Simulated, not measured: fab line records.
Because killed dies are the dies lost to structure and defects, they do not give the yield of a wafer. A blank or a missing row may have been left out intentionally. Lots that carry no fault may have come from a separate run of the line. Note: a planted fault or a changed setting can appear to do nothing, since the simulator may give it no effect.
What tool caused it? / flow sky130 / 11 lots, 33 wafers sampled, at 5 steps of a route of 708

WHAT THE GAUGES SHOWED, per wafer
SKY_LDD_N_OVL_MEAS_07. Usual: LDD_N_OVL typically reads 0.0 nm, with standard deviation 1.5.
lot=L551; measured=day 17 14:31; on=overlay-01; LDD_N_OVL (nm)=2.0 -0.1 -0.5; flag=
lot=L553; measured=day 18 06:36; on=overlay-01; LDD_N_OVL (nm)=-0.5 0.5 0.1; flag=
lot=L554; measured=day 18 10:19; on=overlay-01; LDD_N_OVL (nm)=-1.5 -1.5 -2.4; flag=
lot=L560; measured=day 21 11:25; on=overlay-01; LDD_N_OVL (nm)=1.0 1.3 -0.4; flag=
lot=L563; measured=day 22 06:16; on=overlay-01; LDD_N_OVL (nm)=1.8 1.9 1.4; flag=
lot=L569; measured=day 24 22:55; on=overlay-02; LDD_N_OVL (nm)=0.9 1.2 0.6; flag=
lot=L567; measured=day 25 00:12; on=overlay-01; LDD_N_OVL (nm)=0.0 -1.1 -1.6; flag=
lot=L570; measured=day 25 13:57; on=overlay-01; LDD_N_OVL (nm)=-0.2 -0.2 -1.0; flag=
lot=L571; measured=day 25 23:33; on=overlay-02; LDD_N_OVL (nm)=-0.8 -2.0 -1.6; flag=
lot=L572; measured=day 26 03:31; on=overlay-01; LDD_N_OVL (nm)=-0.3 -1.4 -1.2; flag=
lot=L573; measured=day 26 05:31; on=overlay-01; LDD_N_OVL (nm)=1.3 1.8 1.2; flag=

SKY_LDD_HVP_TW_MEAS_10. Usual: LDD_HVP_TW typically reads 456.2, with standard deviation 1.8.
lot=L551; measured=day 21 09:16; on=film-metro-01; LDD_HVP_TW=456.2 454.0 455.3; flag=
lot=L553; measured=day 22 02:33; on=film-metro-02; LDD_HVP_TW=456.3 456.9 456.5; flag=
lot=L554; measured=day 22 06:30; on=film-metro-01; LDD_HVP_TW=455.8 456.5 455.4; flag=
lot=L560; measured=day 25 07:52; on=film-metro-01; LDD_HVP_TW=476.4 476.2 476.2; flag=OFF
lot=L563; measured=day 26 01:41; on=film-metro-02; LDD_HVP_TW=478.6 477.0 476.4; flag=OFF
lot=L569; measured=day 28 15:40; on=film-metro-02; LDD_HVP_TW=455.7 455.8 456.7; flag=
lot=L567; measured=day 28 17:28; on=film-metro-01; LDD_HVP_TW=456.3 459.2 459.2; flag=
lot=L570; measured=day 29 06:57; on=film-metro-02; LDD_HVP_TW=457.6 457.5 457.0; flag=
lot=L571; measured=day 29 14:29; on=film-metro-04; LDD_HVP_TW=452.5 452.3 455.4; flag=
lot=L572; measured=day 29 19:25; on=film-metro-02; LDD_HVP_TW=458.1 458.2 458.5; flag=
lot=L573; measured=day 29 21:04; on=film-metro-04; LDD_HVP_TW=455.9 455.8 455.0; flag=

WHAT TOOL EACH LOT RAN ON (gives the tool, then ch and the chambers of the sampled wafers, and finally the start)
lot=L551; SKY_POLY_GATE_ETCH_17=rie-si-01 ch 0,1,2, day 16 08:22; SKY_LDD_HVP_IMPLANT_08=implanter-04 ch 0, day 21 09:01; SKY_LDD_HVP_STRIP_09=plasma-asher-02 ch 0,1, day 21 09:09
lot=L553; SKY_POLY_GATE_ETCH_17=rie-si-01 ch 2,3, day 16 23:03; SKY_LDD_HVP_IMPLANT_08=implanter-01 ch 0, day 22 02:18; SKY_LDD_HVP_STRIP_09=plasma-asher-01 ch 0,1, day 22 02:27
lot=L554; SKY_POLY_GATE_ETCH_17=rie-si-01 ch 2,3, day 17 02:00; SKY_LDD_HVP_IMPLANT_08=implanter-02 ch 0, day 22 06:12; SKY_LDD_HVP_STRIP_09=plasma-asher-01 ch 0,1, day 22 06:21
lot=L560; SKY_POLY_GATE_ETCH_17=rie-si-01 ch 2,3, day 20 02:54; SKY_LDD_HVP_IMPLANT_08=implanter-01 ch 0, day 25 07:37; SKY_LDD_HVP_STRIP_09=plasma-asher-04 ch 0,1, day 25 07:46
lot=L563; SKY_POLY_GATE_ETCH_17=rie-si-02 ch 0,2,3, day 20 22:04; SKY_LDD_HVP_IMPLANT_08=implanter-01 ch 0, day 26 01:26; SKY_LDD_HVP_STRIP_09=plasma-asher-01 ch 0,1, day 26 01:35
lot=L569; SKY_POLY_GATE_ETCH_17=rie-si-02 ch 2,3, day 23 14:30; SKY_LDD_HVP_IMPLANT_08=implanter-01 ch 0, day 28 15:26; SKY_LDD_HVP_STRIP_09=plasma-asher-02 ch 0,1, day 28 15:35
lot=L567; SKY_POLY_GATE_ETCH_17=rie-si-02 ch 0,1, day 23 14:51; SKY_LDD_HVP_IMPLANT_08=implanter-01 ch 0, day 28 17:13; SKY_LDD_HVP_STRIP_09=plasma-asher-01 ch 0,1, day 28 17:22
lot=L570; SKY_POLY_GATE_ETCH_17=rie-si-01 ch 0,2,3, day 24 06:30; SKY_LDD_HVP_IMPLANT_08=implanter-02 ch 0, day 29 06:43; SKY_LDD_HVP_STRIP_09=plasma-asher-02 ch 0,1, day 29 06:50
lot=L571; SKY_POLY_GATE_ETCH_17=rie-si-02 ch 0,1, day 24 17:45; SKY_LDD_HVP_IMPLANT_08=implanter-04 ch 0, day 29 14:14; SKY_LDD_HVP_STRIP_09=plasma-asher-01 ch 0,1, day 29 14:23
lot=L572; SKY_POLY_GATE_ETCH_17=rie-si-01 ch 1,3, day 24 21:18; SKY_LDD_HVP_IMPLANT_08=implanter-04 ch 0, day 29 19:11; SKY_LDD_HVP_STRIP_09=plasma-asher-01 ch 0,1, day 29 19:20
lot=L573; SKY_POLY_GATE_ETCH_17=rie-si-02 ch 0,1, day 24 21:43; SKY_LDD_HVP_IMPLANT_08=implanter-01 ch 0, day 29 20:49; SKY_LDD_HVP_STRIP_09=plasma-asher-02 ch 0,1, day 29 20:58
- SKY_POLY_GATE_ETCH_17: etches poly-Si in HBr/Cl2, stops on SiO2, target depth 180 nm, time 70.5 s.
- SKY_LDD_HVP_IMPLANT_08
- SKY_LDD_HVP_STRIP_09: strips in O2/N2.

AS READ BY THE TOOLS THEMSELVES (means over the sampled wafers that have a number; for cases with no such wafer, the mark the record gives instead)
SKY_POLY_GATE_ETCH_17. Usual: drypump-motor-current-A 5.5 A, standard deviation 0.33; oes-product-au 0.981 a.u., standard deviation 0.0074; throttle-valve-pct 33.683 %, standard deviation 0.0093.
lot=L551; tool=rie-si-01; drypump-motor-current-A (A)=5.8; oes-product-au (a.u.)=0.985; throttle-valve-pct (%)=33.683; flag=
lot=L553; tool=rie-si-01; drypump-motor-current-A (A)=5.5; oes-product-au (a.u.)=0.986; throttle-valve-pct (%)=33.687; flag=
lot=L554; tool=rie-si-01; drypump-motor-current-A (A)=5.7; oes-product-au (a.u.)=0.982; throttle-valve-pct (%)=33.683; flag=
lot=L560; tool=rie-si-01; drypump-motor-current-A (A)=5.5; oes-product-au (a.u.)=0.981; throttle-valve-pct (%)=33.691; flag=
lot=L563; tool=rie-si-02; drypump-motor-current-A (A)=5.4; oes-product-au (a.u.)=0.970; throttle-valve-pct (%)=33.682; flag=
lot=L569; tool=rie-si-02; drypump-motor-current-A (A)=5.2; oes-product-au (a.u.)=0.991; throttle-valve-pct (%)=33.690; flag=
lot=L567; tool=rie-si-02; drypump-motor-current-A (A)=5.3; oes-product-au (a.u.)=0.972; throttle-valve-pct (%)=33.682; flag=
lot=L570; tool=rie-si-01; drypump-motor-current-A (A)=5.5; oes-product-au (a.u.)=0.985; throttle-valve-pct (%)=33.680; flag=
lot=L571; tool=rie-si-02; drypump-motor-current-A (A)=5.5; oes-product-au (a.u.)=0.973; throttle-valve-pct (%)=33.682; flag=
lot=L572; tool=rie-si-01; drypump-motor-current-A (A)=5.8; oes-product-au (a.u.)=0.976; throttle-valve-pct (%)=33.681; flag=
lot=L573; tool=rie-si-02; drypump-motor-current-A (A)=5.5; oes-product-au (a.u.)=0.978; throttle-valve-pct (%)=33.682; flag=

SKY_LDD_HVP_IMPLANT_08. Usual: beam-energy-keV 20.001, standard deviation 0.0063; beam-on-s 10.00 s, standard deviation 0.2; dose-ions-cm2 1.7002e+13, standard deviation 1.8e+10.
lot=L551; tool=implanter-04; beam-energy-keV=19.991; beam-on-s (s)=10.09; dose-ions-cm2=1.6987e+13; flag=
lot=L553; tool=implanter-01; beam-energy-keV=19.995; beam-on-s (s)=9.93; dose-ions-cm2=1.7008e+13; flag=
lot=L554; tool=implanter-02; beam-energy-keV=20.007; beam-on-s (s)=10.07; dose-ions-cm2=1.7011e+13; flag=
lot=L560; tool=implanter-01; beam-energy-keV=24.545; beam-on-s (s)=10.13; dose-ions-cm2=1.6978e+13; flag=OFF
lot=L563; tool=implanter-01; beam-energy-keV=24.544; beam-on-s (s)=10.06; dose-ions-cm2=1.7011e+13; flag=OFF
lot=L569; tool=implanter-01; beam-energy-keV=20.007; beam-on-s (s)=10.16; dose-ions-cm2=1.6994e+13; flag=
lot=L567; tool=implanter-01; beam-energy-keV=20.004; beam-on-s (s)=9.82; dose-ions-cm2=1.7005e+13; flag=
lot=L570; tool=implanter-02; beam-energy-keV=19.994; beam-on-s (s)=10.05; dose-ions-cm2=1.6994e+13; flag=
lot=L571; tool=implanter-04; beam-energy-keV=19.999; beam-on-s (s)=10.07; dose-ions-cm2=1.7019e+13; flag=
lot=L572; tool=implanter-04; beam-energy-keV=20.003; beam-on-s (s)=9.91; dose-ions-cm2=1.7001e+13; flag=
lot=L573; tool=implanter-01; beam-energy-keV=19.997; beam-on-s (s)=10.00; dose-ions-cm2=1.6982e+13; flag=

SKY_LDD_HVP_STRIP_09. Usual: drypump-motor-current-A 5.6 A, standard deviation 0.35; n2-flow-sccm 300.0 sccm, standard deviation 0.92; oes-product-au 0.408 a.u., standard deviation 0.0048; strip-time-to-endpoint-s 4.137 s, standard deviation 0.015.
lot=L551; tool=plasma-asher-02; drypump-motor-current-A (A)=5.3; n2-flow-sccm (sccm)=299.3; oes-product-au (a.u.)=0.410; strip-time-to-endpoint-s (s)=4.128; flag=
lot=L553; tool=plasma-asher-01; drypump-motor-current-A (A)=5.8; n2-flow-sccm (sccm)=299.8; oes-product-au (a.u.)=0.405; strip-time-to-endpoint-s (s)=4.119; flag=
lot=L554; tool=plasma-asher-01; drypump-motor-current-A (A)=5.8; n2-flow-sccm (sccm)=299.9; oes-product-au (a.u.)=0.407; strip-time-to-endpoint-s (s)=4.129; flag=
lot=L560; tool=plasma-asher-04; drypump-motor-current-A (A)=5.8; n2-flow-sccm (sccm)=299.5; oes-product-au (a.u.)=0.409; strip-time-to-endpoint-s (s)=4.129; flag=
lot=L563; tool=plasma-asher-01; drypump-motor-current-A (A)=5.8; n2-flow-sccm (sccm)=299.6; oes-product-au (a.u.)=0.409; strip-time-to-endpoint-s (s)=4.138; flag=
lot=L569; tool=plasma-asher-02; drypump-motor-current-A (A)=5.3; n2-flow-sccm (sccm)=299.4; oes-product-au (a.u.)=0.410; strip-time-to-endpoint-s (s)=4.129; flag=
lot=L567; tool=plasma-asher-01; drypump-motor-current-A (A)=5.8; n2-flow-sccm (sccm)=299.4; oes-product-au (a.u.)=0.413; strip-time-to-endpoint-s (s)=4.136; flag=
lot=L570; tool=plasma-asher-02; drypump-motor-current-A (A)=5.7; n2-flow-sccm (sccm)=300.8; oes-product-au (a.u.)=0.414; strip-time-to-endpoint-s (s)=4.122; flag=
lot=L571; tool=plasma-asher-01; drypump-motor-current-A (A)=5.6; n2-flow-sccm (sccm)=300.0; oes-product-au (a.u.)=0.404; strip-time-to-endpoint-s (s)=4.141; flag=
lot=L572; tool=plasma-asher-01; drypump-motor-current-A (A)=5.6; n2-flow-sccm (sccm)=300.3; oes-product-au (a.u.)=0.407; strip-time-to-endpoint-s (s)=4.155; flag=
lot=L573; tool=plasma-asher-02; drypump-motor-current-A (A)=5.3; n2-flow-sccm (sccm)=300.5; oes-product-au (a.u.)=0.409; strip-time-to-endpoint-s (s)=4.108; flag=

THE ANSWER, worked out from the rows above alone
Rule: a lot is off if the mean of its wafers that have a number lies more than 3 standard deviations from the usual mean. A lot without any number at a reading at which 4 lots or more have one is off too. All remaining lots with rows at the step are treated as sound. Order of review: gauges by route order, followed by the tools' own readings, for which a lot's mean as printed above is used. At the first step where some lot is off, the reading lying furthest off is the one used; lots without a number count as furthest.
Off: at SKY_LDD_HVP_TW_MEAS_10 (LDD_HVP_TW), L560, L563.
A tool fits if, at a process step before that reading, it ran every lot that is off, and no sound lot after the first of them. Not tried: the gauges at SKY_LDD_HVP_TW_MEAS_10; whatever is off there is also off at SKY_LDD_HVP_IMPLANT_08, on other tools, and gauge error can't account for it. No candidate that was tried fits.

WHAT THE SIMULATOR HAD INSERTED
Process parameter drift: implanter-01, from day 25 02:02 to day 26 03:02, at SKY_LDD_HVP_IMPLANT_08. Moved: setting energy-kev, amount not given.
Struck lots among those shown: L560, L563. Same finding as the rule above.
